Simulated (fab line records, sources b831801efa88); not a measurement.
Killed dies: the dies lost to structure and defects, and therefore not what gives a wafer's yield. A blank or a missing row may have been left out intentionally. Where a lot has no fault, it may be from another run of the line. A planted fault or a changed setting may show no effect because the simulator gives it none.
Struck lot and sound lot, side by side + flow gf180mcu + 15 steps out of a route of 602
Sound: the wafers L375.2, L375.5, L375.6. Struck: wafer L381.6. (L381.1 of the same lot was not struck and is left out.) The cause comes at the end.
For every step that has rows: the tool of each side, followed by ch and its chambers, followed by its first start. Under that, the readings that differ: sound wafers + struck wafers + difference of the means + sigmas: that difference in standard deviations of wafers without a fault.
alike: readings whose means differ by less than 2 such deviations, and words and numbers that are the same on both sides. not compared: withheld readings, readings that some wafer has no value for, bounds like >300 that may hide the same value, and numbers for which the record gives no deviation and whose values overlap.
A row with sigmas, a row that says differs or no value, or rows on one side alone: a step with any of these is where the two part. Numbers that have no deviation but don't overlap get no sigmas and don't part them. Lack of a reading on every wafer of one side parts them only where that side has two or more wafers.

GF_V4_OVL_MEAS_15:
  sound: overlay-02 at day 27 13:31; struck: overlay-02 at day 29 07:11
  alike: V4_OVL
then, 2 steps without rows for these wafers: GF_V4_ETCH_16 (etches BARC in N2/H2); GF_V4_ETCH_17 (etches SiO2 in C4F8/O2/Ar, stops on TiN, target depth 630 nm).
GF_V4_STRIP_18: strips in O2/N2.
  sound on plasma asher-03 ch 0,1, day 27 13:41; struck on plasma asher-03 ch 1, day 29 07:21
  alike: drypump motor current A, heater power w, oes product au
  not compared: rf hours counter h
then, 2 steps without rows for these wafers: GF_V4_STRIP_19 (strips in post etch residue remover, time 1200 s); GF_V4_CLEAN_20 (cleans in DIW).
GF_V4_SPUTTER_21: material Ti, target thk 15 nm, time 80.02 s.
  sound: pvd sputter-04 at day 27 14:16; struck: pvd sputter-04 at day 29 08:05
  alike: throttle valve pct
GF_V4_SPUTTER_22: material TiN, target thk 10 nm, time 40 s.
  sound: pvd sputter-04 at day 27 14:19; struck: pvd sputter-04 at day 29 08:08
  alike: throttle valve pct
then, 1 step without rows for these wafers: GF_V4_CVD_23 (deposits W, target thk 350 nm, time 104.9 s).
GF_V4_RS_MEAS_24: measurement is done with a four-point probe.
  sound: film metro-01 at day 27 14:29; struck: film metro-04 at day 29 08:17
  alike: V4_W_RS
GF_V4_THK_MEAS_25: measures by xrf.
  sound: film metro-01 at day 27 14:36; struck: film metro-04 at day 29 08:25
  alike: V4_W_THK
GF_V4_CMP_26: polishes, stops on SiO2, t overpolish 15 s, target thk 0 nm.
  sound on cmp-02 ch 0,3, day 27 14:54; struck on cmp-01 ch 1, day 29 08:34
| reading                | sound                | struck | difference | sigmas |
|------------------------|----------------------|--------|------------|--------|
| overpolish run s (s)   | 14.991 14.988 14.989 | 15.009 | +0.020     | +2     |
| time to endpoint s (s) | 88 92 87             | 82     | -7         | -2     |
  alike: motor current A
GF_MIM_SPUTTER_00: material Ti, target thk 37.5 nm, time 150 s.
  sound: pvd sputter-01 at day 27 15:12; struck: pvd sputter-03 at day 29 08:46
| reading                                | sound             | struck | difference | sigmas |
|----------------------------------------|-------------------|--------|------------|--------|
| model.Ti_of_MIM_SPUTTER_00.thk nm (nm) | 37.61 37.45 37.49 | 49.14  | +11.62     |        |
  alike: throttle valve pct
GF_MIM_SPUTTER_01: material TiN, target thk 30 nm, time 25 s.
  sound: pvd sputter-01 at day 27 15:18; struck: pvd sputter-03 at day 29 08:52
  alike: throttle valve pct
then, 1 step without rows for these wafers: GF_PASSIVATION_PROBE_99.

WHERE THEY PART
GF_V4_CMP_26 only, going by this record. Later steps at which nothing parts them and some readings are alike: GF_MIM_SPUTTER_00, GF_MIM_SPUTTER_01.

WHY: what had been put in by the simulator
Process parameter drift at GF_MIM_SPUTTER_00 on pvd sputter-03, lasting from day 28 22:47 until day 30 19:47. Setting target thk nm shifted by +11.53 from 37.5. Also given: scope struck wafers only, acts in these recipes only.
